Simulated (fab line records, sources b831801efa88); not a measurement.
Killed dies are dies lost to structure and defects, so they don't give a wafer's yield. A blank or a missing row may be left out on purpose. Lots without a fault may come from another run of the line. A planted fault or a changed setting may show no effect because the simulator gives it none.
fab line records | flow gf180mcu
record lots=24 wafers=72 last_day=34
route steps=602 shown SAB@264 CONTACT@305 V4@491 TOP_METAL@568
lots that met no fault: from a run of the same line without faults
start_h: hours from the record's first day to the start of the lot's first wafer shown | wait_h: hours since the lot's step before | " the same as in the row above | L1.1+2: a row that stands for several wafers | - no value, or no start given | * or withheld: withheld | < > ~ a bound
route shown NAME@n: a module of which the file shows steps, and the number in the route of the first | usual: mean/standard deviation of fault-free wafers | same: alike in all rows | chamber/n: place in a boat | sites: the reading at each site | _std_site: their standard deviation | _edge_site: outer sites' mean less inner sites' | radius_mm: how far each site lies from the wafer's centre | mask NAME#n: copy n | behind: the tool/chamber that last shaped the wafer | hold: why the lot was held/for how many hours/how that ended | device: the transistor (n, p or np) that didn't switch | end of line: the same wafers' tests at the end of the route | a step without rows: its recipe alone | killed: dies lost to structure and defects at the first sort, not the wafer's yield | map: a wafer's dies, x killed, . not, _ none there
set.NAME: the setting as run; set.NAME@STEP: as run at that earlier step | model.NAME: the simulator's own value behind a step, which no gauge read
steps of the route over a sample of lots; a table a step, a row a wafer
services: from which hour (start_h, from the record's first day; less than 0 if before it) a tool's chamber was out of use, for how many hours, and why
## steps
# step GF_SAB_CVD_00
# recipe material=SiO2 target_thk_nm=50 precursor=TEOS temp_c=400 time_s=4.9302 rf_w=600
# usual heater_power_w=660/97
# columns lot.wafer tool chamber start_h wait_h heater_power_w
L074.1 pecvd-03 2 305.72 0.1 660
L074.2 " 1 " " 662
L074.6 " 2 " " 668
L075.2 pecvd-03 2 333.57 0.1 620
L075.3 " 0 " " 795
L075.4 " 2 " " 621
L076.1 pecvd-02 2 349.27 0.1 732
L076.2 " 0 " " 649
L076.3 " 1 " " 500
L077.1 pecvd-03 2 350.57 0.1 676
L077.3 " 0 " " 865
L077.5 " 2 " " 701
L078.1 pecvd-02 2 364.44 0.1 714
L078.4 " 1 " " 529
L078.5 " 0 " " 590
L079.1 pecvd-02 0 376.08 0.1 570
L079.4 " 1 " " 584
L079.5 " 0 " " 565
L081.3 pecvd-02 2 381.16 0.1 677
L081.5 " 2 " " 673
L081.6 " 0 " " 551
L080.1 pecvd-04 0 382.17 0.1 744
L080.2 " 2 " " 697
L080.3 " 1 " " 544
L082.3 pecvd-03 1 395.36 0.1 673
L082.4 " 1 " " 683
L082.5 " 0 " " 783
L083.1 pecvd-04 2 397.97 0.1 669
L083.3 " 1 " " 567
L083.6 " 0 " " 736
L084.3 pecvd-02 2 414.57 0.1 719
L084.5 " 2 " " 696
L084.6 " 0 " " 622
L085.1 pecvd-04 1 424.06 0.1 611
L085.2 " 2 " " 674
L085.6 " 2 " " 690
L087.2 pecvd-02 0 427.90 0.1 538
L087.3 " 1 " " 479
L087.5 " 2 " " 714
L086.4 pecvd-04 0 430.30 0.0 849
L086.5 " 2 " " 655
L086.6 " 1 " " 551
L088.2 pecvd-02 1 450.09 0.1 483
L088.4 " 1 " " 487
L088.5 " 2 " " 681
L089.1 pecvd-04 0 457.17 0.1 742
L089.2 " 1 " " 630
L089.6 " 1 " " 639
L090.1 pecvd-04 2 459.21 0.1 675
L090.3 " 1 " " 510
L090.6 " 1 " " 505
L091.1 pecvd-04 1 465.60 0.1 590
L091.3 " 0 " " 837
L091.6 " 1 " " 599
L092.4 pecvd-03 1 479.18 0.0 639
L092.5 " 0 " " 875
L092.6 " 2 " " 649
L093.1 pecvd-02 0 482.07 0.1 621
L093.2 " 2 " " 669
L093.6 " 0 " " 641
L094.1 pecvd-03 2 491.02 0.1 738
L094.3 " 1 " " 686
L094.4 " 2 " " 761
L095.2 pecvd-04 2 502.32 0.1 692
L095.4 " 2 " " 685
L095.6 " 1 " " 621
L096.2 pecvd-02 1 504.41 0.1 562
L096.5 " 1 " " 564
L096.6 " 2 " " 719
L097.1 pecvd-03 0 510.58 0.1 799
L097.4 " 1 " " 571
L097.6 " 2 " " 698
# step GF_CONTACT_STRIP_18
# recipe chemistry=O2/N2 power_w=1400 pressure_mtorr=1500 platen_temp_c=250 o2_flow_sccm=3000 n2_flow_sccm=300 overash_fraction=0.5
# usual drypump_motor_current_A=6.2/0.4 heater_power_w=342/26 oes_product_au=0.579/0.0057
# columns lot.wafer tool chamber start_h wait_h drypump_motor_current_A heater_power_w oes_product_au rf_hours_counter_h
L074.1 plasma_asher-01 0 349.75 - 6.2 354 0.583 67
L074.2 " 1 " " 6.2 323 0.575 67
L074.6 " 1 " " 6.2 325 0.574 -
L075.2 plasma_asher-03 0 380.35 - 6.6 309 0.567 60
L075.3 " 0 " " 6.7 312 0.579 -
L075.4 " 1 " " 6.6 337 0.582 -
L076.1 plasma_asher-01 1 395.85 - 6.3 319 0.587 72
L076.2 " 0 " " 6.2 357 0.586 72
L076.3 " 1 " " 6.3 323 0.578 -
L077.1 plasma_asher-01 1 397.75 - 6.3 317 0.574 72
L077.3 " 1 " " 6.3 319 0.575 -
L077.5 " 0 " " 6.3 353 0.588 -
L078.1 plasma_asher-01 1 412.32 - 6.2 332 0.578 74
L078.4 " 1 " " 6.3 320 0.578 -
L078.5 " 0 " " 6.3 363 0.581 -
L079.1 plasma_asher-01 0 424.44 - 6.3 350 0.585 75
L079.4 " 1 " " 6.3 327 0.591 -
L079.5 " 1 " " 6.2 321 0.573 -
L081.3 plasma_asher-01 1 430.43 - 6.2 314 0.573 -
L081.5 " 1 " " 6.2 325 0.582 -
L081.6 " 0 " " 6.3 342 0.571 -
L080.1 plasma_asher-04 1 431.56 - 6.5 394 0.571 0
L080.2 " 0 " " 5.3 320 0.581 0
L080.3 " 0 " " 5.3 328 0.571 -
L082.3 plasma_asher-01 0 445.07 - 6.2 349 0.567 -
L082.4 " 1 " " 6.2 317 0.574 -
L082.5 " 0 " " 6.2 352 0.579 -
L083.1 plasma_asher-01 1 448.20 - 6.3 326 0.576 77
L083.3 " 0 " " 6.3 345 0.574 -
L083.6 " 1 " " 6.2 324 0.578 -
L084.3 plasma_asher-04 0 465.84 - 5.3 325 0.583 -
L084.5 " 1 " " 6.4 383 0.578 -
L084.6 " 0 " " 5.3 335 0.576 -
L085.1 plasma_asher-01 0 474.55 - 6.3 353 0.578 80
L085.2 " 1 " " 6.3 328 0.582 80
L085.6 " 0 " " 6.3 350 0.584 -
L087.2 plasma_asher-03 1 478.77 - 6.5 342 0.579 70
L087.3 " 1 " " 6.5 346 0.577 -
L087.5 " 0 " " 6.7 313 0.573 -
L086.4 plasma_asher-01 1 481.99 - 6.2 325 0.592 -
L086.5 " 0 " " 6.2 345 0.579 -
L086.6 " 1 " " 6.2 316 0.578 -
L088.2 plasma_asher-04 1 500.01 - 6.4 396 0.570 6
L088.4 " 1 " " 6.5 399 0.576 -
L088.5 " 1 " " 6.5 391 0.577 -
L089.1 plasma_asher-01 0 507.49 - 6.3 354 0.585 84
L089.2 " 1 " " 6.2 325 0.577 84
L089.6 " 1 " " 6.2 320 0.583 -
L090.1 plasma_asher-04 0 509.39 - 5.3 325 0.583 7
L090.3 " 0 " " 5.3 325 0.581 -
L090.6 " 0 " " 5.3 330 0.578 -
L091.1 plasma_asher-04 0 515.24 - 5.3 326 0.570 7
L091.3 " 0 " " 5.3 330 0.576 -
L091.6 " 0 " " 5.3 332 0.585 -
L092.4 plasma_asher-04 1 527.87 - 6.4 389 0.590 -
L092.5 " 0 " " 5.3 335 0.581 -
L092.6 " 1 " " 6.4 397 0.584 -
L093.1 plasma_asher-03 1 531.19 - 6.6 347 0.578 76
L093.2 " 0 " " 6.7 309 0.575 76
L093.6 " 1 " " 6.6 338 0.583 -
L094.1 plasma_asher-04 0 538.54 - 5.3 330 0.580 10
L094.3 " 1 " " 6.4 401 0.571 -
L094.4 " 0 " " 5.3 320 0.590 -
L095.2 plasma_asher-03 0 550.15 - 6.7 321 0.585 78
L095.4 " 1 " " 6.6 347 0.584 -
L095.6 " 1 " " 6.5 341 0.574 -
L096.2 plasma_asher-01 1 551.74 - 6.3 320 0.583 89
L096.5 " 1 " " 6.2 324 0.586 -
L096.6 " 0 " " 6.3 359 0.572 -
L097.1 plasma_asher-03 0 558.00 - 6.7 304 0.588 79
L097.4 " 1 " " 6.6 341 0.579 -
L097.6 " 1 " " 6.5 336 0.572 -
# step GF_V4_OVL_MEAS_15
# usual V4_OVL=0/5.9
# columns lot.wafer tool chamber start_h wait_h V4_OVL[nm]
L074.1 overlay-01 - 550.42 0.1 2
L074.2 " - " " 0
L074.6 " - " " -9
L075.2 overlay-01 - 580.25 0.1 2
L075.3 " - " " -3
L075.4 " - " " -2
L076.1 overlay-01 - 594.64 0.1 -1
L076.2 " - " " -5
L076.3 " - " " -7
L077.1 overlay-01 - 595.65 0.1 2
L077.3 " - " " 5
L077.5 " - " " 4
L078.1 overlay-01 - 609.00 0.1 -4
L078.4 " - " " -4
L078.5 " - " " -6
L079.1 overlay-02 - 619.29 0.1 13
L079.4 " - " " 9
L079.5 " - " " 13
L081.3 overlay-01 - 625.71 0.1 2
L081.5 " - " " -1
L081.6 " - " " 5
L080.1 overlay-01 - 626.39 0.1 10
L080.2 " - " " 14
L080.3 " - " " 12
L082.3 overlay-01 - 635.43 0.1 -8
L082.4 " - " " -5
L082.5 " - " " 1
L083.1 overlay-02 - 637.54 0.1 -1
L083.3 " - " " -3
L083.6 " - " " -2
L084.3 overlay-02 - 655.21 0.1 -5
L084.5 " - " " -2
L084.6 " - " " 3
L085.1 overlay-02 - 661.59 0.1 -9
L085.2 " - " " -4
L085.6 " - " " -10
L087.2 overlay-01 - 666.66 0.1 -6
L087.3 " - " " -9
L087.5 " - " " -2
L086.4 overlay-01 - 667.32 0.1 7
L086.5 " - " " 7
L086.6 " - " " 10
L088.2 overlay-01 - 681.82 0.1 -11
L088.4 " - " " -11
L088.5 " - " " -13
L089.1 overlay-01 - 690.18 0.1 2
L089.2 " - " " -5
L089.6 " - " " -6
L090.1 overlay-01 - 690.61 0.1 -4
L090.3 " - " " -1
L090.6 " - " " 2
L091.1 overlay-01 - 692.89 0.1 2
L091.3 " - " " 2
L091.6 " - " " -2
L092.4 overlay-01 - 706.62 0.1 2
L092.5 " - " " -1
L092.6 " - " " 3
L093.1 overlay-01 - 708.00 0.1 1
L093.2 " - " " -4
L093.6 " - " " -3
L094.1 overlay-02 - 713.44 0.1 1
L094.3 " - " " -1
L094.4 " - " " -2
L095.2 overlay-02 - 722.41 0.1 -3
L095.4 " - " " 0
L095.6 " - " " -1
L096.2 overlay-02 - 724.91 0.1 -1
L096.5 " - " " -7
L096.6 " - " " 1
L097.1 overlay-02 - 730.19 0.1 1
L097.4 " - " " -2
L097.6 " - " " 2
# step GF_V4_SPUTTER_21
# recipe material=Ti target_thk_nm=15 chamber_pressure_pa=5 power_w=2500 substrate_temp_c=200 time_s=80.02
# usual throttle_valve_pct=29.9/1.1
# columns lot.wafer tool chamber start_h wait_h throttle_valve_pct
L074.1 pvd_sputter-03 - 551.12 0.0 30.6
L074.2 " - " " 28.0
L074.6 " - " " 29.1
L075.2 pvd_sputter-02 - 580.94 0.0 30.6
L075.3 " - " " 29.4
L075.4 " - " " 30.9
L076.1 pvd_sputter-04 - 595.34 0.0 29.0
L076.2 " - " " 30.3
L076.3 " - " " 31.2
L077.1 pvd_sputter-04 - 596.36 0.0 30.1
L077.3 " - " " 29.3
L077.5 " - " " 30.1
L078.1 pvd_sputter-04 - 609.70 0.0 30.6
L078.4 " - " " 29.2
L078.5 " - " " 29.8
L079.1 pvd_sputter-04 - 619.99 0.0 31.1
L079.4 " - " " 30.0
L079.5 " - " " 31.0
L081.3 pvd_sputter-03 - 626.41 0.0 29.4
L081.5 " - " " 28.2
L081.6 " - " " 29.3
L080.1 pvd_sputter-02 - 627.12 0.0 30.2
L080.2 " - " " 31.1
L080.3 " - " " 32.1
L082.3 pvd_sputter-04 - 636.15 0.0 29.8
L082.4 " - " " 30.2
L082.5 " - " " 29.6
L083.1 pvd_sputter-04 - 638.24 0.0 30.1
L083.3 " - " " 29.2
L083.6 " - " " 29.8
L084.3 pvd_sputter-02 - 655.89 0.0 29.0
L084.5 " - " " 31.7
L084.6 " - " " 31.0
L085.1 pvd_sputter-04 - 662.29 0.0 30.4
L085.2 " - " " 31.2
L085.6 " - " " 31.1
L087.2 pvd_sputter-03 - 667.35 0.0 30.7
L087.3 " - " " 28.2
L087.5 " - " " 30.8
L086.4 pvd_sputter-03 - 668.03 0.0 28.7
L086.5 " - " " 28.2
L086.6 " - " " 31.0
L088.2 pvd_sputter-04 - 682.51 0.0 31.3
L088.4 " - " " 28.9
L088.5 " - " " 30.1
L089.1 pvd_sputter-03 - 690.87 0.0 29.3
L089.2 " - " " 27.8
L089.6 " - " " 29.0
L090.1 pvd_sputter-03 - 691.31 0.0 28.2
L090.3 " - " " 29.4
L090.6 " - " " 28.3
L091.1 pvd_sputter-02 - 693.59 0.0 30.8
L091.3 " - " " 30.5
L091.6 " - " " 30.4
L092.4 pvd_sputter-03 - 707.30 0.0 27.6
L092.5 " - " " 29.1
L092.6 " - " " 28.2
L093.1 pvd_sputter-03 - 708.71 0.0 28.7
L093.2 " - " " 30.8
L093.6 " - " " 31.1
L094.1 pvd_sputter-02 - 714.15 0.0 30.5
L094.3 " - " " 30.8
L094.4 " - " " 29.1
L095.2 pvd_sputter-03 - 723.10 0.0 28.0
L095.4 " - " " 30.9
L095.6 " - " " 30.9
L096.2 pvd_sputter-02 - 725.60 0.0 28.9
L096.5 " - " " 30.9
L096.6 " - " " 32.0
L097.1 pvd_sputter-03 - 730.89 0.0 28.1
L097.4 " - " " 30.8
L097.6 " - " " 30.6
# step GF_TOP_METAL_SPUTTER_01
# recipe material=TiN target_thk_nm=30 power_w=6500 time_s=25 chamber_pressure_pa=0.4
# usual throttle_valve_pct=29.6/0.86
# columns lot.wafer tool chamber start_h wait_h throttle_valve_pct
L074.1 pvd_sputter-03 - 622.78 0.1 29.3
L074.2 " - " " 28.8
L074.6 " - " " 29.3
L075.2 pvd_sputter-01 - 646.74 0.1 28.6
L075.3 " - " " 30.3
L075.4 " - " " 29.1
L076.1 pvd_sputter-03 - 660.41 0.1 28.6
L076.2 " - " " 30.7
L076.3 " - " " 28.0
L077.1 pvd_sputter-03 - 662.75 0.1 30.7
L077.3 " - " " 29.3
L077.5 " - " " 30.8
L078.1 pvd_sputter-01 - 673.40 0.1 29.1
L078.4 " - " " 30.3
L078.5 " - " " 30.3
L079.1 pvd_sputter-01 - 682.21 0.1 29.3
L079.4 " - " " 30.6
L079.5 " - " " 30.1
L081.3 pvd_sputter-03 - 689.95 0.1 30.8
L081.5 " - " " 29.4
L081.6 " - " " 28.0
L080.1 pvd_sputter-01 - 690.32 0.1 29.2
L080.2 " - " " 30.3
L080.3 " - " " 28.6
L082.3 pvd_sputter-01 - 699.30 0.1 30.1
L082.4 " - " " 29.2
L082.5 " - " " 30.3
L083.1 pvd_sputter-04 - 700.10 0.1 29.3
L083.3 " - " " 29.5
L083.6 " - " " 30.9
L084.3 pvd_sputter-04 - 716.73 0.1 29.8
L084.5 " - " " 29.7
L084.6 " - " " 29.0
L085.1 pvd_sputter-01 - 723.45 0.1 28.8
L085.2 " - " " 29.1
L085.6 " - " " 30.4
L087.2 pvd_sputter-01 - 749.37 0.1 29.3
L087.3 " - " " 28.8
L087.5 " - " " 30.0
L086.4 pvd_sputter-03 - 749.67 0.1 29.4
L086.5 " - " " 28.8
L086.6 " - " " 29.3
L088.2 pvd_sputter-01 - 759.27 0.1 29.1
L088.4 " - " " 28.8
L088.5 " - " " 28.8
L089.1 pvd_sputter-01 - 769.47 0.1 30.3
L089.2 " - " " 29.2
L089.6 " - " " 30.8
L090.1 pvd_sputter-04 - 769.77 0.1 29.7
L090.3 " - " " 29.1
L090.6 " - " " 31.1
L091.1 pvd_sputter-01 - 771.57 0.1 29.0
L091.3 " - " " 30.3
L091.6 " - " " 30.7
L092.4 pvd_sputter-01 - 776.07 0.1 29.1
L092.5 " - " " 28.5
L092.6 " - " " 30.7
L093.1 pvd_sputter-04 - 776.25 0.1 29.8
L093.2 " - " " 31.2
L093.6 " - " " 31.4
L094.1 pvd_sputter-04 - 776.97 0.1 30.9
L094.3 " - " " 29.9
L094.4 " - " " 30.1
L095.2 pvd_sputter-03 - 777.27 0.1 29.4
L095.4 " - " " 28.9
L095.6 " - " " 30.4
L096.2 pvd_sputter-04 - 777.87 0.1 29.8
L096.5 " - " " 29.6
L096.6 " - " " 31.3
L097.1 pvd_sputter-04 - 791.16 0.1 30.3
L097.4 " - " " 29.0
L097.6 " - " " 29.1
# step GF_TOP_METAL_SPUTTER_02
# recipe material=AlCu target_thk_nm=900 power_w=10600 chamber_pressure_pa=0.3 substrate_temp_c=250 gas=Ar time_s=47.82
# usual throttle_valve_pct=29.6/0.85
# columns lot.wafer tool chamber start_h wait_h throttle_valve_pct
L074.1 pvd_sputter-03 - 622.81 0.0 29.2
L074.2 " - " " 29.1
L074.6 " - " " 29.5
L075.2 pvd_sputter-01 - 646.77 0.0 28.8
L075.3 " - " " 30.7
L075.4 " - " " 29.2
L076.1 pvd_sputter-03 - 660.45 0.0 28.9
L076.2 " - " " 31.0
L076.3 " - " " 28.0
L077.1 pvd_sputter-03 - 662.78 0.0 30.8
L077.3 " - " " 29.7
L077.5 " - " " 30.8
L078.1 pvd_sputter-01 - 673.43 0.0 29.2
L078.4 " - " " 30.0
L078.5 " - " " 30.2
L079.1 pvd_sputter-01 - 682.25 0.0 29.1
L079.4 " - " " 30.4
L079.5 " - " " 30.2
L081.3 pvd_sputter-03 - 689.98 0.0 30.5
L081.5 " - " " 29.3
L081.6 " - " " 28.1
L080.1 pvd_sputter-01 - 690.35 0.0 29.2
L080.2 " - " " 30.0
L080.3 " - " " 28.8
L082.3 pvd_sputter-01 - 699.33 0.0 30.0
L082.4 " - " " 29.2
L082.5 " - " " 30.3
L083.1 pvd_sputter-04 - 700.13 0.0 28.8
L083.3 " - " " 30.0
L083.6 " - " " 31.2
L084.3 pvd_sputter-04 - 716.77 0.0 29.8
L084.5 " - " " 29.6
L084.6 " - " " 29.0
L085.1 pvd_sputter-01 - 723.48 0.0 28.6
L085.2 " - " " 28.9
L085.6 " - " " 30.4
L087.2 pvd_sputter-01 - 749.40 0.0 28.9
L087.3 " - " " 28.8
L087.5 " - " " 29.9
L086.4 pvd_sputter-03 - 749.70 0.0 29.2
L086.5 " - " " 28.9
L086.6 " - " " 29.2
L088.2 pvd_sputter-01 - 759.30 0.0 28.9
L088.4 " - " " 28.6
L088.5 " - " " 28.8
L089.1 pvd_sputter-01 - 769.50 0.0 30.6
L089.2 " - " " 29.0
L089.6 " - " " 30.7
L090.1 pvd_sputter-04 - 769.80 0.0 29.8
L090.3 " - " " 29.2
L090.6 " - " " 31.1
L091.1 pvd_sputter-01 - 771.60 0.0 29.1
L091.3 " - " " 29.9
L091.6 " - " " 30.7
L092.4 pvd_sputter-01 - 776.10 0.0 29.0
L092.5 " - " " 28.8
L092.6 " - " " 30.6
L093.1 pvd_sputter-04 - 776.28 0.0 30.0
L093.2 " - " " 31.2
L093.6 " - " " 31.2
L094.1 pvd_sputter-04 - 777.00 0.0 31.0
L094.3 " - " " 29.7
L094.4 " - " " 30.2
L095.2 pvd_sputter-03 - 777.30 0.0 29.1
L095.4 " - " " 28.6
L095.6 " - " " 30.5
L096.2 pvd_sputter-04 - 777.90 0.0 29.5
L096.5 " - " " 29.7
L096.6 " - " " 31.1
L097.1 pvd_sputter-04 - 791.19 0.0 30.2
L097.4 " - " " 29.4
L097.6 " - " " 29.2
## services
# columns tool chamber start_h hours kind
plasma_asher-01 - 288.86 2.5 repair
plasma_asher-01 - 290.71 7.6 repair
pecvd-02 - 349.80 4.3 pm
plasma_asher-01 - 355.91 0.4 repair
pecvd-02 2 357.08 3.2 repair
pvd_sputter-01 - 369.77 4.6 repair
plasma_asher-01 - 377.50 1.4 repair
pvd_sputter-04 - 385.74 6.9 repair
pecvd-02 - 394.71 0.8 pm
pvd_sputter-01 - 413.65 0.5 repair
pvd_sputter-03 - 415.82 8.1 repair
pvd_sputter-04 - 435.08 3.1 repair
pecvd-02 - 444.92 0.3 repair
pvd_sputter-01 - 474.95 6.7 repair
pvd_sputter-04 - 549.18 17.0 repair
pvd_sputter-03 - 609.21 2.7 repair
pvd_sputter-01 - 631.86 8.5 repair
pecvd-02 - 659.52 2.8 repair
plasma_asher-01 - 666.79 4.0 pm
pecvd-02 - 669.44 2.8 pm
pvd_sputter-03 - 682.18 2.4 repair
plasma_asher-01 - 733.75 9.0 pm
pecvd-02 - 773.48 0.9 repair
pecvd-02 2 789.93 7.8 repair
## key
fault none
